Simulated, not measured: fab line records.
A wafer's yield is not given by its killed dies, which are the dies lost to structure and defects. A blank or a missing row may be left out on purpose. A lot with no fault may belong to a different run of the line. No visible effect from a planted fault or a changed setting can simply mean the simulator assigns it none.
8D (eight disciplines) problem report, filled in by code | flow sky130 | the parts of the form that need people (team, actions taken, sign-off) are left out

== 1. PROBLEM STATEMENT ==
Wafers without a fault read 170.4 nm, standard deviation 1.5; cd-nm at SKY_LOCAL_INTERCONNECT_CD_MEAS_11 reads a mean of 180.3 nm on 12 wafers belonging to 4 lots. Relative to the usual mean, that is a shift of +6.6 standard deviations.
The step: target cd 170 nm.
First seen on wafer L659.3, day 36 01:25, on cd-sem-01. The record holds 42 wafers of 14 lots with a number at this step. Rule for "out" (also "out of limits"): further than 4 standard deviations from the usual mean. The other wafers with a number count as sound.

== 2. WHAT IT IS, AND WHAT IT ISN'T ==
question                    | is                     | is not
which readings at this step | cd-nm                  | -
which lots                  | L659, L660, L661, L662 | L642, L643, L644, L645, L646, L650, L653, L654, L657, L664
which wafers of those lots  | all that have a number | -
read on which gauges        | cd-sem-01, cd-sem-02   | -
when                        | from day 36 01:25      | up to then (27 sound wafers); but 3 sound wafers of L664 came after

== 3. THE SUSPECTS, EACH WITH WHAT RULES IT OUT ==
Counting: a tool at any process step up to the reading remains a suspect when it ran all the lots that are out and ran no sound lot after the first of those.
- the gauge at SKY_LOCAL_INTERCONNECT_CD_MEAS_11 has been ruled out. The wafers that are out were read on 2 gauges (cd-sem-01, cd-sem-02).
- krf-scanner-02 at SKY_LOCAL_INTERCONNECT_EXPOSE_08 (exposes mask LI1M, target cd 170 nm): kept. It processed each lot that is out, first L659 at day 35 12:52, and no sound lot thereafter; up to then, the last sound lot it processed was L657 at day 35 01:17. Out on those wafers are its own readings of exposure-dose-mJ-cm2.
After counting, what remains is krf-scanner-02 at SKY_LOCAL_INTERCONNECT_EXPOSE_08.

== 4. THE CAUSE (what the simulator had put in) ==
Process parameter drift: krf-scanner-02, from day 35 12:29 on, at SKY_LOCAL_INTERCONNECT_EXPOSE_08. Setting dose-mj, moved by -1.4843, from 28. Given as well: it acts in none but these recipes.
Counting left only this tool.

== 5. SEQUENCE OF EFFECTS, ordered by route ==
One row per reading whose mean, taken over the struck wafers that have a number, lies over 3 standard deviations from the usual. Readings are gone through only where the record gives a usual standard deviation; hours: the median, over the lots, of the time from a lot's start at the first step in this table giving one to that lot's start at this step; sigmas: the change measured in usual standard deviations.
hours | step                              | reading              | usual    | on struck wafers | change | sigmas
0     | SKY_LOCAL_INTERCONNECT_EXPOSE_08  | exposure-dose-mJ-cm2 | 27.98    | 26.67            | -1.31  | -40
13    | SKY_LOCAL_INTERCONNECT_CD_MEAS_11 | cd-nm                | 170.4 nm | 180.3            | +9.9   | +6.6
Its process steps:
- SKY_LOCAL_INTERCONNECT_EXPOSE_08: exposes mask LI1M, target cd 170 nm.
Later steps that measure or inspect, where all struck wafers having a row at the step show a number for every such reading and not one has moved that far: SKY_CONTACT_THK_MEAS_01, SKY_CONTACT_BOW_MEAS_05.

== 6. WHAT WOULD HAVE CAUGHT IT SOONER ==
13 hours passed between the start of the fault at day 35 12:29 and the first reading out of limits at a measuring or inspecting step in this record, taken at day 36 01:25.
At SKY_LOCAL_INTERCONNECT_EXPOSE_08, the tool's own readings (exposure-dose-mJ-cm2) were out on each struck wafer the step has a row for, so an alarm limit on them would have fired on the first such wafer.
L661, L662, from the lots that are out (4), started SKY_LOCAL_INTERCONNECT_EXPOSE_08 on krf-scanner-02 later than day 36 01:25. A hold on the tool at that time would have spared those 2.
